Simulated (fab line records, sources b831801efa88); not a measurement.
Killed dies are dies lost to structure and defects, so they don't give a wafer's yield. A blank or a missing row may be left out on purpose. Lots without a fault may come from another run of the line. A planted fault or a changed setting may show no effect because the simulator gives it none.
A struck lot beside a sound one | flow sky130 | 15 steps out of a route of 708
Sound: wafers L638.4, L638.5, L638.6. Struck: wafers L648.1, L648.4, L648.5. The cause comes at the end.
At each step with rows: each side's tool, then ch and its chambers, then its first start. Under that, the readings that differ: sound wafers | struck wafers | difference of the means | sigmas: that difference in standard deviations of wafers without a fault.
alike: readings whose means differ by less than 2 such deviations, and words and numbers that are the same on both sides. not compared: withheld readings, readings that some wafer has no value for, bounds like >300 that may hide the same value, and numbers for which the record gives no deviation and whose values overlap.
The two part at a step that has a row with sigmas, a row that says differs or no value, or rows on one side only. Numbers that don't overlap but have no deviation are shown without sigmas and don't part them. A reading that every wafer of one side lacks parts them only if that side has two wafers or more.

first, 2 steps without rows for these wafers: SKY_LDD_HVN_PEB_05; SKY_LDD_HVN_DEVELOP_06 (develop time 60 s).
SKY_LDD_HVN_OVL_MEAS_07:
  sound on overlay-01, day 20 11:37; struck on overlay-02, day 25 07:48
  alike: LDD_HVN_OVL
then, 1 step without rows for these wafers: SKY_LDD_HVN_IMPLANT_08.
SKY_LDD_HVN_STRIP_09: strips in O2/N2.
  sound on plasma_asher-02 ch 0,1, day 20 11:49; struck on plasma_asher-03 ch 0,1, day 25 07:59
  alike: drypump_motor_current_A, oes_product_au, strip_time_to_endpoint_s
  not compared: rf_hours_counter_h
SKY_LDD_HVN_TW_MEAS_10:
  sound on film_metro-01, day 20 11:55; struck on film_metro-03, day 25 08:05
  reading    | sound          | struck         | difference | sigmas
  LDD_HVN_TW | 1443 1429 1437 | 1413 1421 1423 | -17        | -2
then, 6 steps without rows for these wafers: SKY_LDD_HVP_DEHYDRATE_00 (time 60 s); SKY_LDD_HVP_HMDS_01 (prime time 60 s); SKY_LDD_HVP_COAT_02 (resist thk 300 nm); SKY_LDD_HVP_SOFTBAKE_03 (time 60 s); SKY_LDD_HVP_EXPOSE_04 (exposes mask HVPTM, target cd 700 nm); SKY_LDD_HVP_PEB_05.
SKY_LDD_HVP_DEVELOP_06: develop time 60 s.
  sound on litho_track-01 ch 0, day 21 19:04; struck on litho_track-03 ch 0, day 26 12:55
  reading              | sound             | struck            | difference | sigmas
  developer_temp_C (C) | 22.83 23.16 22.99 | 23.92 23.94 23.76 | +0.88      | +10
SKY_LDD_HVP_OVL_MEAS_07:
  sound on overlay-01, day 21 19:10; struck on overlay-01, day 26 13:04
  alike: LDD_HVP_OVL
-- the record jumps here: 22 days lie between the struck wafers' starts before and after (it left off in module LDD_HVP and takes up again in module PAD_OPEN, whose first step shown is number 708 of the route) --
SKY_PAD_OPEN_PROBE_99:
  sound on prober-02, day 46 00:58; struck on prober-01, day 49 00:25
  alike: killed_at_M0_to_M3, killed_at_M4_up, killed_at_contacts, killed_at_front_end, killed_at_other, killed_dies, killed_open, killed_short

WHERE THEY PART
First at SKY_LDD_HVN_TW_MEAS_10; last, within this record, at SKY_LDD_HVP_DEVELOP_06. Later steps at which nothing parts them and some readings are alike: SKY_LDD_HVP_OVL_MEAS_07, SKY_PAD_OPEN_PROBE_99.

WHY: what the simulator had put in
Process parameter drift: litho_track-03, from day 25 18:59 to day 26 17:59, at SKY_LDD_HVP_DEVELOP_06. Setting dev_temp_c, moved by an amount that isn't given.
